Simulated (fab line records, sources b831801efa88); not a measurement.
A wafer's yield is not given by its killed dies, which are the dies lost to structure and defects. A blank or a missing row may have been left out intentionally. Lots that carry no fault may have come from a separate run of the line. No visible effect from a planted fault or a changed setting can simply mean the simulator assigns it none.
Which of the tools did it?    flow gf180mcu    Sampling: 12 lots, 36 wafers, 3 of 602 route steps

WHAT THE GAUGES READ, wafer by wafer
GF_MIM_RS_MEAS_10: measurement is done with a four-point probe.
lot   measured      on             MIM_ALCU_RS (ohm/sq)
L276  day 24 12:57  film metro-01  0.1635 0.1611 0.1613
L277  day 25 08:49  film metro-01  0.1621 0.1636 0.1635
L278  day 25 11:37  film metro-02  0.1588 0.1608 0.1617
L280  day 26 01:51  film metro-02  0.1600 0.1612 0.1609
L282  day 27 01:49  film metro-02  0.1572 0.1589 0.1593
L285  day 28 00:50  film metro-01  0.1597 0.1602 0.1597
L288  day 28 20:55  film metro-01  0.1609 0.1610 0.1615
L290  day 29 14:41  film metro-02  0.1595 0.1590 0.1577
L292  day 29 23:44  film metro-04  0.1597 0.1615 0.1608
L293  day 30 10:20  film metro-02  0.1622 0.1623 0.1614
L296  day 30 22:53  film metro-04  0.1641 0.1635 0.1649
L298  day 31 14:00  film metro-01  0.1597 0.1592 0.1587

GF_M5_OVL_MEAS_08.
lot   measured      on          M5_OVL (nm)
L276  day 26 08:14  overlay-01  -1 -6 -5
L277  day 27 03:11  overlay-01  4 -1 1
L278  day 27 05:53  overlay-01  -1 0 8
L280  day 27 18:40  overlay-01  10 8 6
L282  day 28 18:40  overlay-02  11 8 10
L285  day 29 16:14  overlay-01  -6 -3 -5
L288  day 30 10:48  overlay-01  -7 -12 -6
L290  day 31 03:11  overlay-01  4 7 4
L292  day 31 11:53  overlay-01  9 13 7
L293  day 31 21:55  overlay-01  5 0 5
L296  day 32 09:41  overlay-02  4 12 8
L298  day 32 23:44  overlay-02  -4 6 2

WHICH TOOL RAN EACH LOT (tool, then ch and the chambers of the sampled wafers, then the start)
lot   GF_MIM_METAL_ETCH_19
L276  rie metal-01 ch 0,1, day 25 10:27
L277  rie metal-02 ch 0,1, day 26 06:06
L278  rie metal-01 ch 0,1, day 26 08:25
L280  rie metal-02 ch 0,1, day 26 22:33
L282  rie metal-02 ch 0,1, day 27 22:12
L285  rie metal-01 ch 1, day 28 20:40
L288  rie metal-01 ch 0,1, day 29 15:47
L290  rie metal-02 ch 0,1, day 30 08:57
L292  rie metal-04 ch 0,1, day 30 17:43
L293  rie metal-04 ch 0,1, day 31 04:09
L296  rie metal-04 ch 0,1, day 31 15:57
L298  rie metal-04 ch 0,1, day 32 06:40
- GF_MIM_METAL_ETCH_19: etches the open film in Cl2/BCl3, stops on Si3N4, target depth 324.5 nm, time 54.1 s.

AS READ BY THE TOOLS THEMSELVES (means over the sampled wafers that have a number; for cases with no such wafer, the mark the record gives instead)
GF_MIM_METAL_ETCH_19.
lot   tool          bias w (W)  chamber pressure mTorr (mTorr)  drypump motor current A (A)  oes product au (a.u.)  throttle valve pct (%)
L276  rie metal-01  140.1       8.000                           5.4                          0.941                  28.290
L277  rie metal-02  140.3       8.004                           6.1                          0.935                  28.286
L278  rie metal-01  140.2       8.006                           5.7                          0.946                  28.286
L280  rie metal-02  140.5       8.001                           5.8                          0.939                  28.290
L282  rie metal-02  140.2       8.007                           6.2                          0.943                  28.282
L285  rie metal-01  140.2       8.000                           5.9                          0.945                  28.282
L288  rie metal-01  139.4       8.000                           5.6                          0.944                  28.276
L290  rie metal-02  139.7       8.005                           6.1                          0.942                  28.276
L292  rie metal-04  140.6       8.001                           5.5                          0.939                  28.281
L293  rie metal-04  140.3       8.000                           5.5                          0.935                  28.288
L296  rie metal-04  139.9       7.999                           5.7                          0.927                  28.293
L298  rie metal-04  139.9       7.996                           5.5                          0.946                  28.285

THE ANSWER, worked out from the rows above alone
Rule: the usual values come from the lots themselves. Put in order of their means at a reading, lots are off if they are a third of the lots or fewer, leave a main group of 4 or more, and stand apart from it by a gap of 3 or more times the standard deviation of the main group's means; of several such gaps the widest counts. Not used: any main group whose means are identical at the precision the tables above print for the reading. A lot without any number at a reading at which 4 lots or more have one is off too. Where the step has rows for the other lots, those lots are counted as sound. First the gauges in route order, then the tools' own readings, where a lot's mean is used as printed above. The first step at which some lot is off is used, and at that step the reading that is off furthest; a lot without a number counts as furthest.
No lot is off at any reading shown: from this, nothing can be told.

WHAT WAS PUT IN BY THE SIMULATOR
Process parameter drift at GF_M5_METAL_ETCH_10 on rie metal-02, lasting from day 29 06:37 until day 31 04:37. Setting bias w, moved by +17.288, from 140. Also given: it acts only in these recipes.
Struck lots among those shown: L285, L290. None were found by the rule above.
